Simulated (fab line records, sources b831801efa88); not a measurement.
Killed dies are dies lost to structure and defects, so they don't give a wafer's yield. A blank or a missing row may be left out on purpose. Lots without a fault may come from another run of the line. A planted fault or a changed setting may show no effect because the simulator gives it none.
Problem report in the 8D (eight disciplines) form, filled by code | flow sky130 | the parts of the form that need people (team, actions taken, sign-off) are left out

1. THE PROBLEM
end_station_pressure_torr at SKY_LDD_N_IMPLANT_08 reads a mean of 7.7e-05 Torr on 9 wafers of 3 lots; wafers without a fault read 5.4e-06 Torr with a standard deviation of 2.8e-07. That is +99 or more standard deviations from the usual mean.
First seen on wafer L761.1, day 23 05:32, on implanter-03. The record holds 42 wafers of 14 lots with a number at this step. Rule for "out", or "out of limits": more than 4 standard deviations from the usual mean. The other wafers with a number count as sound.

2. WHAT IT IS AND WHAT IT IS NOT
question                    | is                                                       | is not
which readings at this step | end_station_pressure_torr, beam_on_s, faraday_current_uA | -
which lots                  | L761, L762, L763                                         | L746, L747, L749, L750, L751, L753, L754, L755, L756, L766, L769
which wafers of those lots  | all that have a number                                   | -
read on which tools         | implanter-03                                             | implanter-01, implanter-04
when                        | from day 23 05:32                                        | up to then (27 sound wafers); but 6 sound wafers of L766, L769 came after

3. SUSPECTS, AND WHAT RULES EACH OUT
Counting: a tool at a process step up to the reading stays a suspect if it ran every lot that is out and no sound lot after the first of them.
- implanter-03 at SKY_LDD_N_IMPLANT_08: kept. It ran every lot that is out, first L761 (day 23 05:32), and no sound lot after that; its last sound lot up to then is L756 (day 22 19:55). Its own readings are out on those wafers: beam_on_s, end_station_pressure_torr, faraday_current_uA.
Left after counting: implanter-03 at SKY_LDD_N_IMPLANT_08.

4. THE CAUSE (what the simulator had put in)
Process parameter drift: implanter-03, from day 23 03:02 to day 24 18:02, at SKY_LDD_N_IMPLANT_08. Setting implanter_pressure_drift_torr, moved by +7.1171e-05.
Process parameter drift: implanter-03, from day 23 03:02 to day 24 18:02, at SKY_LDD_N_IMPLANT_08. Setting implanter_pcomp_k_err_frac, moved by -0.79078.
Counting left only this tool.

5. THE CHAIN OF EFFECTS, in route order
Each row: a reading whose mean over the struck wafers that have a number lies more than 3 standard deviations from the usual. Only readings for which the record gives a usual standard deviation are gone through. hours: the time from each lot's start at the first step in this table that gives one to its start at this step, as a median over the lots. sigmas: the change in usual standard deviations.
hours | step                 | reading                   | usual        | on struck wafers | change   | sigmas
0     | SKY_LDD_N_IMPLANT_08 | beam_on_s                 | 9.96 s       | 11.26            | +1.30    | +6.2
0     | SKY_LDD_N_IMPLANT_08 | end_station_pressure_torr | 5.4e-06 Torr | 7.7e-05          | +7.2e-05 | +99 or more
0     | SKY_LDD_N_IMPLANT_08 | faraday_current_uA        | 424          | 367              | -57      | -6.4
The process steps in it:
- SKY_LDD_N_IMPLANT_08

6. WHAT WOULD HAVE CAUGHT IT SOONER
In this record the first reading out of limits was taken at day 23 05:32, 2 hours after the fault began at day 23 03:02.
